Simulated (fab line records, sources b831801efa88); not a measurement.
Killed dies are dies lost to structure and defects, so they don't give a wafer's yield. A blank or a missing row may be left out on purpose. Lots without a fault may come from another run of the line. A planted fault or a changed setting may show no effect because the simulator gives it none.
fab line records | flow gf180mcu
record lots=5 wafers=15 last_day=33
route steps=602 shown M4@472 V4@476 MIM@503
lots that met no fault: from a run of the same line without faults
start_h: hours from the record's first day to the start of the lot's first wafer shown | wait_h: hours since the lot's step before | " the same as in the row above | L1.1+2: a row that stands for several wafers | - no value, or no start given | * or withheld: withheld | < > ~ a bound
route shown NAME@n: a module of which the file shows steps, and the number in the route of the first | usual: mean/standard deviation of fault-free wafers | same: alike in all rows | chamber/n: place in a boat | sites: the reading at each site | _std_site: their standard deviation | _edge_site: outer sites' mean less inner sites' | radius_mm: how far each site lies from the wafer's centre | mask NAME#n: copy n | behind: the tool/chamber that last shaped the wafer | hold: why the lot was held/for how many hours/how that ended | device: the transistor (n, p or np) that didn't switch | end of line: the same wafers' tests at the end of the route | a step without rows: its recipe alone | killed: dies lost to structure and defects at the first sort, not the wafer's yield | map: a wafer's dies, x killed, . not, _ none there
set.NAME: the setting as run; set.NAME@STEP: as run at that earlier step | model.NAME: the simulator's own value behind a step, which no gauge read
lots at some steps of the route; a table a step, a row a wafer
services: from which hour (start_h, from the record's first day; less than 0 if before it) a tool's chamber was out of use, for how many hours, and why
## steps
# step GF_M4_METAL_ETCH_16
# recipe chemistry=Cl2/BCl3 mask_material=KrF target_depth_nm=750.8 stop_on=SiO2 pressure_mtorr=8 icp_w=800 bias_w=140 Cl2_flow_sccm=80 bcl3_flow_sccm=40 time_s=125.1
# usual drypump_motor_current_A=5.7/0.56 mfc_cl2_sccm=79.98/0.22 oes_product_au=0.987/0.0076 rf_fwd_power_W=797.1/2.9 throttle_valve_pct=28.232/0.011
# columns lot.wafer tool chamber start_h wait_h drypump_motor_current_A mfc_cl2_sccm oes_product_au rf_fwd_power_W rf_hours_counter_h throttle_valve_pct
L074.2 rie_metal-04 0 530.85 0.0 6.4 80.05 0.997 798.9 6 28.221
L074.5 " 1 " " 5.2 80.13 0.989 796.0 - 28.216
L074.6 " 0 " " 6.4 80.00 0.991 799.4 - 28.214
L079.2 rie_metal-04 1 575.51 0.0 5.2 80.09 0.982 800.5 3 28.252
L079.4 " 0 " " 6.4 79.28 0.993 797.2 - 28.229
L079.5 " 0 " " 6.4 79.84 0.997 797.6 - 28.215
L081.1 rie_metal-02 0 591.17 0.0 4.9 80.05 0.985 794.6 11 28.223
L081.2 " 1 " " 5.9 80.23 0.988 796.0 6 28.225
L081.3 " 0 " " 4.9 79.70 0.993 796.1 - 28.220
L090.3 rie_metal-02 0 665.87 0.1 4.9 80.19 0.985 792.1 - 28.223
L090.5 " 1 " " 5.9 80.13 0.981 801.8 - 28.243
L090.6 " 0 " " 4.9 79.78 0.988 793.6 - 28.219
L092.1 rie_metal-02 0 681.95 0.0 4.9 79.81 0.997 791.4 14 28.232
L092.3 " 1 " " 5.9 80.13 0.985 796.2 - 28.234
L092.6 " 0 " " 4.9 79.72 1.002 793.6 - 28.226
# step GF_M4_STRIP_17
# recipe chemistry=O2/N2 power_w=1400 pressure_mtorr=1500 platen_temp_c=250 o2_flow_sccm=3000 n2_flow_sccm=300 overash_fraction=0.5
# usual drypump_motor_current_A=5.78/0.25 heater_power_w=347/31 n2_flow_sccm=300.0/0.87 oes_product_au=0.538/0.0058 strip_time_to_endpoint_s=7.39/0.063
# columns lot.wafer tool chamber start_h wait_h drypump_motor_current_A heater_power_w n2_flow_sccm oes_product_au rf_hours_counter_h strip_time_to_endpoint_s
L074.2 plasma_asher-03 1 530.98 0.1 5.89 345 300.2 0.542 82 7.37
L074.5 " 0 " " 5.63 366 301.7 0.542 - 7.37
L074.6 " 1 " " 5.90 353 300.2 0.535 - 7.39
L079.2 plasma_asher-01 1 575.64 0.1 5.66 304 298.4 0.543 49 7.51
L079.4 " 0 " " 5.55 302 299.2 0.535 - 7.39
L079.5 " 1 " " 5.65 302 298.5 0.534 - 7.37
L081.1 plasma_asher-03 0 591.30 0.1 5.62 386 299.9 0.543 89 7.41
L081.2 " 1 " " 5.91 347 298.5 0.540 89 7.46
L081.3 " 1 " " 5.90 347 299.1 0.541 - 7.38
L090.3 plasma_asher-03 0 665.98 0.1 5.62 367 299.1 0.534 - 7.26
L090.5 " 0 " " 5.63 374 300.6 0.543 - 7.38
L090.6 " 1 " " 5.90 341 300.8 0.534 - 7.25
L092.1 plasma_asher-01 1 682.08 0.1 5.66 298 299.8 0.532 60 7.30
L092.3 " 1 " " 5.64 307 300.4 0.536 - 7.45
L092.6 " 0 " " 5.56 298 300.2 0.536 - 7.35
# step GF_M4_STRIP_18
# recipe chemistry=post_etch_residue_remover time_s=1200 temp_c=72.5
# columns lot.wafer tool chamber start_h wait_h
L074.2+5+6 wet_bench-02 1 531.08 0.1
L079.2+4+5 wet_bench-03 1 575.74 0.1
L081.1+2+3 wet_bench-02 3 591.40 0.1
L090.3+5+6 wet_bench-02 0 666.05 0.0
L092.1+3+6 wet_bench-02 3 682.18 0.1
# step GF_M4_CLEAN_19
# recipe chemistry=DIW dry=n2_spin
# columns lot.wafer tool chamber start_h wait_h
L074.2+5+6 wet_bench-03 0 531.43 0.0
L079.2+4+5 wet_bench-01 3 576.48 0.0
L081.1+2+3 wet_bench-01 3 591.78 0.0
L090.3+5+6 wet_bench-01 1 666.39 0.0
L092.1+3+6 wet_bench-03 3 682.55 0.0
# step GF_V4_CVD_00
# recipe material=SiO2 target_thk_nm=600 sigma_open_frac=0.3 temp_c=400 time_s=100 sih4_flow_sccm=60 pressure_mtorr=6
# columns lot.wafer tool chamber start_h wait_h
L074.2+5+6 hdpcvd-01 2,0,2 531.52 0.0
L079.2+4+5 hdpcvd-01 0,1,2 576.57 0.0
L081.1+2+3 hdpcvd-01 2,1,0 591.87 0.0
L090.3+5+6 hdpcvd-02 0,0,1 666.49 0.0
L092.1+3+6 hdpcvd-01 2,0,1 682.75 0.0
# step GF_V4_THK_MEAS_01
# recipe reads=SiO2_of_V4_CVD_00
# usual V4_CVD_00_THK=601/5.9
# columns lot.wafer tool chamber start_h wait_h V4_CVD_00_THK[nm]
L074.2 film_metro-03 - 531.60 0.0 589
L074.5 " - " " 583
L074.6 " - " " 586
L079.2 film_metro-03 - 576.65 0.0 594
L079.4 " - " " 596
L079.5 " - " " 598
L081.1 film_metro-03 - 591.94 0.0 607
L081.2 " - " " 606
L081.3 " - " " 596
L090.3 film_metro-02 - 666.59 0.1 604
L090.5 " - " " 604
L090.6 " - " " 595
L092.1 film_metro-04 - 682.83 0.0 601
L092.3 " - " " 598
L092.6 " - " " 602
# step GF_V4_CVD_02
# recipe material=SiO2 target_thk_nm=850 precursor=TEOS temp_c=400 time_s=94.851 rf_w=600
# usual heater_power_w=646/120 rf_fwd_power_W=596.5/2.1
# columns lot.wafer tool chamber start_h wait_h heater_power_w rf_fwd_power_W
L074.2 pecvd-02 1 531.65 0.0 686 593.8
L074.5 " 0 " " 483 597.7
L074.6 " 1 " " 719 593.2
L079.2 pecvd-04 2 576.70 0.0 878 595.8
L079.4 " 2 " " 899 593.8
L079.5 " 1 " " 516 596.2
L081.1 pecvd-02 2 592.00 0.1 642 600.5
L081.2 " 1 " " 609 592.6
L081.3 " 0 " " 444 599.2
L090.3 pecvd-03 0 666.63 0.0 608 597.3
L090.5 " 0 " " 675 595.3
L090.6 " 1 " " 649 596.9
L092.1 pecvd-02 1 682.89 0.1 667 593.2
L092.3 " 0 " " 502 601.1
L092.6 " 1 " " 692 596.4
# step GF_V4_THK_MEAS_03
# recipe reads=SiO2_of_V4_CVD_02
# usual V4_CVD_02_THK=852/11
# columns lot.wafer tool chamber start_h wait_h V4_CVD_02_THK[nm]
L074.2 film_metro-03 - 531.73 0.0 850
L074.5 " - " " 867
L074.6 " - " " 860
L079.2 film_metro-04 - 576.78 0.0 856
L079.4 " - " " 864
L079.5 " - " " 871
L081.1 film_metro-03 - 592.07 0.0 843
L081.2 " - " " 843
L081.3 " - " " 841
L090.3 film_metro-04 - 666.71 0.1 851
L090.5 " - " " 852
L090.6 " - " " 844
L092.1 film_metro-02 - 682.96 0.0 851
L092.3 " - " " 859
L092.6 " - " " 863
# step GF_V4_CMP_04
# recipe material=SiO2 down_force_psi=4 platen_rpm=60 pad_velocity_m_s=0.94248
# usual edge_zone_pressure_frac=1.000/0.0046 motor_current_A=12.8/1.9 slurry_flow_ml_min=150.0/0.5 time_to_endpoint_s=81/5.9
# columns lot.wafer tool chamber start_h wait_h edge_zone_pressure_frac motor_current_A slurry_flow_ml_min time_to_endpoint_s
L074.2 cmp-02 1 531.83 0.1 0.999 12.5 150.9 77
L074.5 " 0 " " 1.000 10.7 150.4 86
L074.6 " 1 " " 0.996 11.2 149.8 84
L079.4 cmp-01 3 577.27 0.5 1.003 12.2 150.2 92
L079.2 " 0 " " 1.005 16.7 150.1 80
L079.5 " 1 " " 1.001 13.0 149.1 93
L081.2 cmp-02 3 592.13 0.0 0.993 12.3 149.7 74
L081.3 " 0 " " 0.995 10.3 149.7 74
L081.1 " 2 " " 0.997 11.4 149.8 81
L090.3 cmp-02 2 666.86 0.1 0.995 11.8 149.9 83
L090.6 " 2 " " 1.000 10.6 150.3 80
L090.5 " 3 " " 1.007 11.9 150.1 78
L092.1 cmp-02 0 683.12 0.1 1.005 10.8 149.6 79
L092.3 " 1 " " 0.994 11.3 149.5 82
L092.6 " 2 " " 1.000 11.1 149.3 85
# step GF_V4_BOW_MEAS_05
# recipe mode=bow
# usual V4_BOW=136/7.1
# columns lot.wafer tool chamber start_h wait_h V4_BOW[um]
L074.2 film_metro-04 - 532.10 0.2 139
L074.5 " - " " 133
L074.6 " - " " 131
L079.2 film_metro-03 - 577.49 0.1 138
L079.4 " - " " 136
L079.5 " - " " 139
L081.1 film_metro-04 - 592.43 0.1 125
L081.2 " - " " 124
L081.3 " - " " 131
L090.3 film_metro-03 - 667.20 0.3 134
L090.5 " - " " 135
L090.6 " - " " 135
L092.1 film_metro-04 - 683.32 0.1 127
L092.3 " - " " 132
L092.6 " - " " 130
# step GF_V4_DEHYDRATE_06
# recipe temp_c=200 time_s=60
# usual chill_plate_temp_C=23.01/0.099
# columns lot.wafer tool chamber start_h wait_h chill_plate_temp_C
L074.2 litho_track-03 0 543.08 11.0 23.11
L074.5 " 0 " " 23.07
L074.6 " 0 " " 23.22
L079.2 litho_track-04 0 587.64 10.1 22.86
L079.4 " 0 " " 22.88
L079.5 " 0 " " 22.96
L081.1 litho_track-04 0 601.77 9.3 22.90
L081.2 " 0 " " 22.91
L081.3 " 0 " " 23.08
L090.3 litho_track-04 0 676.17 8.9 22.94
L090.5 " 0 " " 23.24
L090.6 " 0 " " 23.10
L092.1 litho_track-01 0 693.04 9.7 23.03
L092.3 " 0 " " 23.19
L092.6 " 0 " " 23.16
# step GF_V4_HMDS_07
# recipe prime_time_s=60 prime_temp_c=120
# usual chill_plate_temp_C=23.00/0.11
# columns lot.wafer tool chamber start_h wait_h chill_plate_temp_C
L074.2 litho_track-03 0 543.23 0.1 22.85
L074.5 " 0 " " 22.84
L074.6 " 0 " " 22.79
L079.2 litho_track-04 0 587.79 0.1 22.89
L079.4 " 0 " " 23.00
L079.5 " 0 " " 22.90
L081.1 litho_track-04 0 601.92 0.1 23.24
L081.2 " 0 " " 23.21
L081.3 " 0 " " 23.05
L090.3 litho_track-04 0 676.32 0.1 22.83
L090.5 " 0 " " 23.09
L090.6 " 0 " " 23.10
L092.1 litho_track-01 0 693.19 0.1 23.11
L092.3 " 0 " " 23.07
L092.6 " 0 " " 23.27
# step GF_V4_COAT_08
# recipe resist=BARC temp_c=withheld time_s=withheld spin_rpm=withheld resist_thk_nm=withheld
# usual chill_plate_temp_C=*
# columns lot.wafer tool chamber start_h wait_h chill_plate_temp_C
L074.2 litho_track-03 0 543.38 0.1 *
L074.5 " 0 " " *
L074.6 " 0 " " *
L079.2 litho_track-04 0 587.94 0.1 *
L079.4 " 0 " " *
L079.5 " 0 " " *
L081.1 litho_track-04 0 602.07 0.1 *
L081.2 " 0 " " *
L081.3 " 0 " " *
L090.3 litho_track-04 0 676.47 0.1 *
L090.5 " 0 " " *
L090.6 " 0 " " *
L092.1 litho_track-01 0 693.34 0.1 *
L092.3 " 0 " " *
L092.6 " 0 " " *
# step GF_V4_COAT_09
# recipe resist=KrF spin_rpm=withheld resist_thk_nm=1000
# usual chill_plate_temp_C=23.02/0.098
# columns lot.wafer tool chamber start_h wait_h chill_plate_temp_C
L074.2 litho_track-03 0 - - 22.96
L074.5 " 0 " " 23.09
L074.6 " 0 " " 22.98
L079.2 litho_track-04 0 - - 23.09
L079.4 " 0 " " 22.94
L079.5 " 0 " " 23.07
L081.1 litho_track-04 0 - - 23.09
L081.2 " 0 " " 22.98
L081.3 " 0 " " 23.18
L090.3 litho_track-04 0 - - 23.04
L090.5 " 0 " " 22.93
L090.6 " 0 " " 23.01
L092.1 litho_track-01 0 - - 23.20
L092.3 " 0 " " 23.25
L092.6 " 0 " " 23.12
# step GF_V4_SOFTBAKE_10
# recipe temp_c=130 time_s=60 resist=KrF
# usual chill_plate_temp_C=23.01/0.099
# columns lot.wafer tool chamber start_h wait_h chill_plate_temp_C
L074.2 litho_track-03 0 - - 23.02
L074.5 " 0 " " 23.06
L074.6 " 0 " " 22.90
L079.2 litho_track-04 0 - - 22.99
L079.4 " 0 " " 23.00
L079.5 " 0 " " 23.05
L081.1 litho_track-04 0 - - 22.86
L081.2 " 0 " " 23.04
L081.3 " 0 " " 22.90
L090.3 litho_track-04 0 - - 22.91
L090.5 " 0 " " 22.97
L090.6 " 0 " " 23.04
L092.1 litho_track-01 0 - - 23.03
L092.3 " 0 " " 23.02
L092.6 " 0 " " 22.86
# step GF_V4_EXPOSE_11
# recipe mask_id=Via4 target_cd_nm=260 na=0.68 source_shape=conventional sigma_outer=0.6 dose_mj=38
# columns lot.wafer tool chamber start_h wait_h mask
L074.2+5+6 krf_scanner-02 0 - - Via4#0
L079.2+4+5 krf_scanner-02 0 - - Via4#0
L081.1+2+3 krf_scanner-02 0 - - Via4#0
L090.3+5+6 krf_scanner-02 0 - - Via4#0
L092.1+3+6 krf_scanner-02 0 - - Via4#0
# step GF_V4_PEB_12
# recipe peb_temp_c=135 peb_time_s=90 resist=KrF
# usual chill_plate_temp_C=22.97/0.11
# columns lot.wafer tool chamber start_h wait_h chill_plate_temp_C
L074.2 litho_track-01 0 - - 23.03
L074.5 " 0 " " 22.89
L074.6 " 0 " " 22.94
L079.2 litho_track-03 0 - - 23.07
L079.4 " 0 " " 23.04
L079.5 " 0 " " 23.07
L081.1 litho_track-01 0 - - 22.92
L081.2 " 0 " " 22.89
L081.3 " 0 " " 22.92
L090.3 litho_track-03 0 - - 22.93
L090.5 " 0 " " 22.93
L090.6 " 0 " " 22.83
L092.1 litho_track-04 0 - - 22.83
L092.3 " 0 " " 22.75
L092.6 " 0 " " 22.84
# step GF_V4_DEVELOP_13
# recipe develop_time_s=60 resist=KrF dev_temp_c=21
# usual chill_plate_temp_C=22.99/0.11 developer_temp_C=21.01/0.11
# columns lot.wafer tool chamber start_h wait_h chill_plate_temp_C developer_temp_C
L074.2 litho_track-01 0 554.76 0.2 23.05 20.93
L074.5 " 0 " " 23.03 21.09
L074.6 " 0 " " 23.00 20.97
L079.2 litho_track-03 0 598.73 0.2 22.98 20.98
L079.4 " 0 " " 23.08 21.03
L079.5 " 0 " " 22.95 20.92
L081.1 litho_track-01 0 612.34 0.2 22.87 20.91
L081.2 " 0 " " 22.94 21.00
L081.3 " 0 " " 22.76 21.10
L090.3 litho_track-03 0 686.20 0.1 23.28 21.07
L090.5 " 0 " " 23.13 20.93
L090.6 " 0 " " 23.04 20.99
L092.1 litho_track-04 0 702.22 0.2 23.09 21.01
L092.3 " 0 " " 22.97 20.94
L092.6 " 0 " " 22.94 21.02
# step GF_V4_CD_MEAS_14
# recipe target_cd_nm=260
# usual cd_nm=260.2/1.2
# columns lot.wafer tool chamber start_h wait_h cd_nm
L074.2 cd_sem-01 - 554.91 0.1 261.2
L074.5 " - " " 261.4
L074.6 " - " " 263.1
L079.2 cd_sem-02 - 598.87 0.1 260.4
L079.4 " - " " 260.5
L079.5 " - " " 261.2
L081.1 cd_sem-01 - 612.49 0.1 259.7
L081.2 " - " " 259.4
L081.3 " - " " 258.3
L090.3 cd_sem-02 - 686.41 0.2 259.4
L090.5 " - " " 260.4
L090.6 " - " " 258.7
L092.1 cd_sem-02 - 702.37 0.1 259.1
L092.3 " - " " 260.2
L092.6 " - " " 260.2
# step GF_V4_OVL_MEAS_15
# usual V4_OVL=2/5.6
# columns lot.wafer tool chamber start_h wait_h V4_OVL[nm]
L074.2 overlay-01 - 555.01 0.1 15
L074.5 " - " " 9
L074.6 " - " " 11
L079.2 overlay-02 - 598.98 0.1 2
L079.4 " - " " -2
L079.5 " - " " 8
L081.1 overlay-01 - 612.61 0.1 0
L081.2 " - " " 2
L081.3 " - " " 4
L090.3 overlay-02 - 686.50 0.1 -10
L090.5 " - " " -12
L090.6 " - " " -10
L092.1 overlay-01 - 702.49 0.1 1
L092.3 " - " " -3
L092.6 " - " " 4
# step GF_V4_ETCH_16
# recipe chemistry=N2/H2 target_depth_a=withheld overetch_a=withheld time_s=withheld target=BARC ion_energy_ev=200 source_w=500 bias_w=100 pressure_mtorr=30 n2_flow_sccm=100 h2_flow_sccm=200
# usual drypump_motor_current_A=5.7/0.6 n2_flow_sccm=99.97/0.3 oes_product_au=0.855/0.0046 rf_fwd_power_W=494.9/1.8 throttle_valve_pct=13.225/0.0088
# columns lot.wafer tool chamber start_h wait_h drypump_motor_current_A n2_flow_sccm oes_product_au rf_fwd_power_W throttle_valve_pct
L074.2 rie_diel-04 0 555.04 0.0 6.0 99.75 0.869 496.9 13.230
L074.5 " 3 " " 5.1 100.14 0.848 495.1 13.213
L074.6 " 2 " " 5.9 99.83 0.870 491.8 13.229
L079.2 rie_diel-02 0 599.01 0.0 6.4 99.42 0.858 498.0 13.223
L079.4 " 3 " " 5.1 100.40 0.852 497.8 13.217
L079.5 " 1 " " 4.9 99.70 0.863 495.9 13.216
L081.1 rie_diel-04 2 612.64 0.0 5.8 99.82 0.862 491.2 13.226
L081.2 " 1 " " 5.8 100.22 0.850 496.0 13.223
L081.3 " 3 " " 5.1 99.75 0.847 495.0 13.216
L090.3 rie_diel-04 2 686.52 0.0 5.8 100.37 0.844 492.2 13.222
L090.5 " 1 " " 5.8 99.99 0.853 496.7 13.224
L090.6 " 2 " " 5.8 99.96 0.852 492.5 13.222
L092.1 rie_diel-02 3 702.52 0.0 5.1 100.01 0.856 494.5 13.208
L092.3 " 1 " " 4.9 100.04 0.858 496.6 13.222
L092.6 " 3 " " 5.1 100.17 0.850 494.0 13.221
# step GF_V4_ETCH_17
# recipe chemistry=C4F8/O2/Ar mask_material=KrF target=SiO2 stop_on=TiN source_w=1500 bias_w=1200 pressure_mtorr=40 c4f8_flow_sccm=withheld O2_flow_sccm=6 Ar_flow_sccm=300 time_s=withheld target_depth_a=6300
# usual oes_product_au=0.856/0.0048 rf_fwd_power_W=1492/4.2
# columns lot.wafer tool chamber start_h wait_h oes_product_au rf_fwd_power_W
L074.2 rie_diel-04 0 - - 0.861 1493
L074.5 " 3 " " 0.859 1493
L074.6 " 2 " " 0.849 1490
L079.2 rie_diel-02 0 - - 0.850 1493
L079.4 " 3 " " 0.854 1491
L079.5 " 1 " " 0.860 1490
L081.1 rie_diel-04 2 - - 0.858 1488
L081.2 " 1 " " 0.865 1492
L081.3 " 3 " " 0.858 1492
L090.3 rie_diel-04 2 - - 0.859 1487
L090.5 " 1 " " 0.855 1494
L090.6 " 2 " " 0.848 1484
L092.1 rie_diel-02 3 - - 0.858 1485
L092.3 " 1 " " 0.859 1494
L092.6 " 3 " " 0.854 1489
# step GF_V4_STRIP_18
# recipe chemistry=O2/N2 power_w=1400 pressure_mtorr=1500 platen_temp_c=250 o2_flow_sccm=3000 n2_flow_sccm=300 overash_fraction=0.5
# usual drypump_motor_current_A=5.7/0.55 heater_power_w=311/36 n2_flow_sccm=300.0/0.94 oes_product_au=0.592/0.005
# columns lot.wafer tool chamber start_h wait_h drypump_motor_current_A heater_power_w n2_flow_sccm oes_product_au rf_hours_counter_h
L074.2 plasma_asher-04 0 555.17 - 4.9 269 300.5 0.586 11
L074.5 " 0 " " 4.9 268 300.6 0.596 -
L074.6 " 1 " " 6.4 314 300.1 0.599 -
L079.2 plasma_asher-01 0 599.13 - 5.6 291 300.0 0.592 52
L079.4 " 1 " " 5.6 306 300.2 0.599 -
L079.5 " 1 " " 5.6 308 301.4 0.584 -
L081.1 plasma_asher-02 0 612.77 - 6.4 372 300.2 0.591 89
L081.2 " 1 " " 5.7 368 299.5 0.589 89
L081.3 " 0 " " 6.4 374 299.7 0.586 -
L090.3 plasma_asher-02 0 686.68 - 6.3 378 299.6 0.588 -
L090.5 " 0 " " 6.3 362 299.8 0.594 -
L090.6 " 1 " " 5.6 366 299.6 0.592 -
L092.1 plasma_asher-04 0 702.65 - 4.9 259 298.3 0.592 27
L092.3 " 0 " " 4.9 270 297.5 0.598 -
L092.6 " 0 " " 4.9 263 299.9 0.590 -
# step GF_V4_STRIP_19
# recipe chemistry=post_etch_residue_remover time_s=1200 temp_c=72.5
# columns lot.wafer tool chamber start_h wait_h
L074.2+5+6 wet_bench-02 0 555.27 0.1
L079.2+4+5 wet_bench-02 2 599.29 0.1
L081.1+2+3 wet_bench-02 0 612.87 0.1
L090.3+5+6 wet_bench-02 3 686.79 0.1
L092.1+3+6 wet_bench-02 2 702.75 0.1
# step GF_V4_CLEAN_20
# recipe chemistry=DIW dry=n2_spin
# columns lot.wafer tool chamber start_h wait_h
L074.2+5+6 wet_bench-01 3 555.61 0.0
L079.2+4+5 wet_bench-01 2 599.63 0.0
L081.1+2+3 wet_bench-01 1 613.21 0.0
L090.3+5+6 wet_bench-01 0 687.16 0.0
L092.1+3+6 wet_bench-01 3 703.09 0.0
# step GF_V4_SPUTTER_21
# recipe material=Ti target_thk_nm=15 chamber_pressure_pa=5 power_w=2500 substrate_temp_c=200 time_s=80.02
# usual chamber_pressure_pa=5.001/0.01 throttle_valve_pct=30.7/1.3
# columns lot.wafer tool chamber start_h wait_h chamber_pressure_pa throttle_valve_pct
L074.2 pvd_sputter-02 - 555.70 0.0 4.992 29.1
L074.5 " - " " 5.023 32.8
L074.6 " - " " 4.998 30.8
L079.2 pvd_sputter-01 - 599.72 0.0 4.986 29.0
L079.4 " - " " 5.003 30.6
L079.5 " - " " 5.007 30.4
L081.1 pvd_sputter-01 - 613.30 0.0 5.006 29.2
L081.2 " - " " 5.005 30.4
L081.3 " - " " 5.002 30.0
L090.3 pvd_sputter-01 - 687.25 0.0 4.996 28.9
L090.5 " - " " 5.001 29.5
L090.6 " - " " 5.010 30.5
L092.1 pvd_sputter-03 - 703.18 0.0 5.001 28.8
L092.3 " - " " 4.992 31.1
L092.6 " - " " 5.000 29.0
# step GF_V4_SPUTTER_22
# recipe material=TiN target_thk_nm=10 chamber_pressure_pa=5 power_w=4000 time_s=40
# usual chamber_pressure_pa=5.000/0.0094 throttle_valve_pct=30.7/1.3
# columns lot.wafer tool chamber start_h wait_h chamber_pressure_pa throttle_valve_pct
L074.2 pvd_sputter-02 - 555.77 0.0 5.003 28.8
L074.5 " - " " 4.997 32.7
L074.6 " - " " 5.000 30.6
L079.2 pvd_sputter-01 - 599.79 0.0 4.993 29.1
L079.4 " - " " 4.962 30.6
L079.5 " - " " 4.997 30.6
L081.1 pvd_sputter-01 - 613.37 0.0 4.998 28.9
L081.2 " - " " 4.999 30.5
L081.3 " - " " 4.993 29.9
L090.3 pvd_sputter-01 - 687.31 0.0 4.998 29.4
L090.5 " - " " 4.998 28.9
L090.6 " - " " 4.999 30.6
L092.1 pvd_sputter-03 - 703.25 0.0 5.003 28.8
L092.3 " - " " 5.019 31.3
L092.6 " - " " 4.993 29.2
# step GF_V4_CVD_23
# recipe material=W target_thk_nm=350 time_s=104.9 temp_c=400 pressure_torr=40
# usual heater_power_w=918/67
# columns lot.wafer tool chamber start_h wait_h heater_power_w
L074.2 cvd_w-02 0 555.84 0.1 882
L074.5 " 0 " " 861
L074.6 " 0 " " 883
L079.2 cvd_w-02 0 599.91 0.1 866
L079.4 " 0 " " 878
L079.5 " 0 " " 891
L081.1 cvd_w-02 0 613.41 0.0 870
L081.2 " 1 " " 891
L081.3 " 1 " " 876
L090.3 cvd_w-01 1 687.39 0.1 1034
L090.5 " 1 " " 1053
L090.6 " 0 " " 870
L092.1 cvd_w-02 1 703.28 0.0 893
L092.3 " 0 " " 871
L092.6 " 1 " " 868
# step GF_V4_RS_MEAS_24
# recipe thk_meas_gauge=four-point-probe reads=W_of_V4_CVD_23+TiN_of_V4_SPUTTER_22+Ti_of_V4_SPUTTER_21
# usual V4_W_RS=0.328/0.0036
# columns lot.wafer tool chamber start_h wait_h V4_W_RS[ohm/sq]
L074.2 film_metro-03 - 556.05 0.2 0.329
L074.5 " - " " 0.331
L074.6 " - " " 0.332
L079.2 film_metro-03 - 600.04 0.1 0.332
L079.4 " - " " 0.334
L079.5 " - " " 0.336
L081.1 film_metro-04 - 613.53 0.1 0.327
L081.2 " - " " 0.326
L081.3 " - " " 0.324
L090.3 film_metro-04 - 687.50 0.1 0.325
L090.5 " - " " 0.328
L090.6 " - " " 0.332
L092.1 film_metro-03 - 703.40 0.1 0.326
L092.3 " - " " 0.327
L092.6 " - " " 0.327
# step GF_V4_THK_MEAS_25
# recipe thk_meas_gauge=xrf reads=W_of_V4_CVD_23
# usual V4_W_THK=358/5.2
# columns lot.wafer tool chamber start_h wait_h V4_W_THK[nm]
L074.2 film_metro-03 - 556.16 0.1 361
L074.5 " - " " 358
L074.6 " - " " 357
L079.2 film_metro-03 - 600.15 0.1 355
L079.4 " - " " 354
L079.5 " - " " 351
L081.1 film_metro-04 - 613.65 0.1 357
L081.2 " - " " 356
L081.3 " - " " 356
L090.3 film_metro-04 - 687.60 0.1 363
L090.5 " - " " 358
L090.6 " - " " 354
L092.1 film_metro-03 - 703.52 0.1 362
L092.3 " - " " 360
L092.6 " - " " 362
# step GF_V4_CMP_26
# recipe stop_on=SiO2 down_force_psi=3.5 platen_rpm=60 t_overpolish_s=15 target_thk_nm=0 pad_velocity_m_s=0.94248
# usual edge_zone_pressure_frac=1.000/0.0052 motor_current_A=11.5/1.7 overpolish_run_s=15.000/0.0086 slurry_flow_ml_min=150.0/0.46 time_to_endpoint_s=83/4.7
# columns lot.wafer tool chamber start_h wait_h edge_zone_pressure_frac motor_current_A overpolish_run_s slurry_flow_ml_min time_to_endpoint_s
L074.2 cmp-01 3 556.21 0.0 0.998 12.2 14.981 150.2 85
L074.5 " 3 " " 0.991 12.0 14.996 149.8 84
L074.6 " 0 " " 0.990 15.2 15.004 150.0 75
L079.4 cmp-01 3 600.39 0.2 1.001 11.7 14.981 149.6 92
L079.2 " 0 " " 1.003 14.9 15.004 149.7 78
L079.5 " 0 " " 1.007 15.4 14.999 149.2 77
L081.1 cmp-02 1 613.76 0.1 0.996 11.2 15.008 149.5 86
L081.2 " 2 " " 1.008 10.0 14.993 150.1 88
L081.3 " 3 " " 0.999 10.6 15.009 150.9 82
L090.3 cmp-02 2 687.82 0.2 1.004 10.0 15.001 149.9 80
L090.6 " 3 " " 0.993 10.2 14.997 149.6 74
L090.5 " 0 " " 1.001 10.0 15.008 150.2 79
L092.3 cmp-01 3 703.68 0.1 0.997 12.7 14.995 150.0 85
L092.1 " 0 " " 1.001 14.7 15.007 149.1 74
L092.6 " 1 " " 1.006 11.4 15.004 149.4 87
# step GF_MIM_SPUTTER_00
# recipe material=Ti target_thk_nm=37.5 arriving_ion_energy_ev=80 substrate_temp_c=200 chamber_pressure_pa=2 power_w=4000 time_s=150
# usual chamber_pressure_pa=2.000/0.0041 throttle_valve_pct=30.5/0.88
# columns lot.wafer tool chamber start_h wait_h chamber_pressure_pa throttle_valve_pct
L074.2 pvd_sputter-02 - 556.51 0.2 1.997 31.2
L074.5 " - " " 1.995 29.2
L074.6 " - " " 2.008 32.6
L079.2 pvd_sputter-02 - 600.69 0.2 1.993 30.4
L079.4 " - " " 1.998 29.3
L079.5 " - " " 1.997 30.7
L081.1 pvd_sputter-01 - 614.01 0.2 2.003 29.3
L081.2 " - " " 1.994 30.2
L081.3 " - " " 2.006 30.5
L090.3 pvd_sputter-02 - 687.97 0.1 1.998 28.9
L090.5 " - " " 2.000 30.6
L090.6 " - " " 2.002 31.3
L092.1 pvd_sputter-04 - 703.88 0.1 1.998 30.5
L092.3 " - " " 2.008 30.6
L092.6 " - " " 1.999 30.5
## services
# columns tool chamber start_h hours kind
pvd_sputter-02 - 522.09 0.9 repair
cmp-02 - 533.58 11.8 pm
rie_diel-02 - 542.55 0.4 repair
cvd_w-02 1 549.01 12.5 repair
krf_scanner-02 - 550.57 0.8 pm
krf_scanner-02 - 558.68 1.0 pm
rie_diel-02 2 568.35 22.7 repair
cmp-01 - 569.76 6.8 repair
cmp-02 - 572.07 4.0 pm
cvd_w-02 - 572.16 6.9 pm
rie_diel-02 - 578.47 0.2 repair
cmp-02 - 584.55 3.9 repair
rie_diel-02 0 590.84 1.5 repair
cmp-02 - 600.98 2.5 repair
rie_diel-04 0 605.42 8.9 repair
cmp-02 - 615.91 1.9 repair
krf_scanner-02 - 622.56 1.3 pm
rie_diel-04 0 623.94 10.4 repair
krf_scanner-02 - 624.25 0.1 repair
cmp-01 - 652.01 11.4 repair
rie_diel-04 3 654.59 24.2 repair
pvd_sputter-02 - 655.00 4.1 repair
cvd_w-02 - 661.43 1.2 repair
cmp-01 - 666.04 0.6 repair
## key
fault none
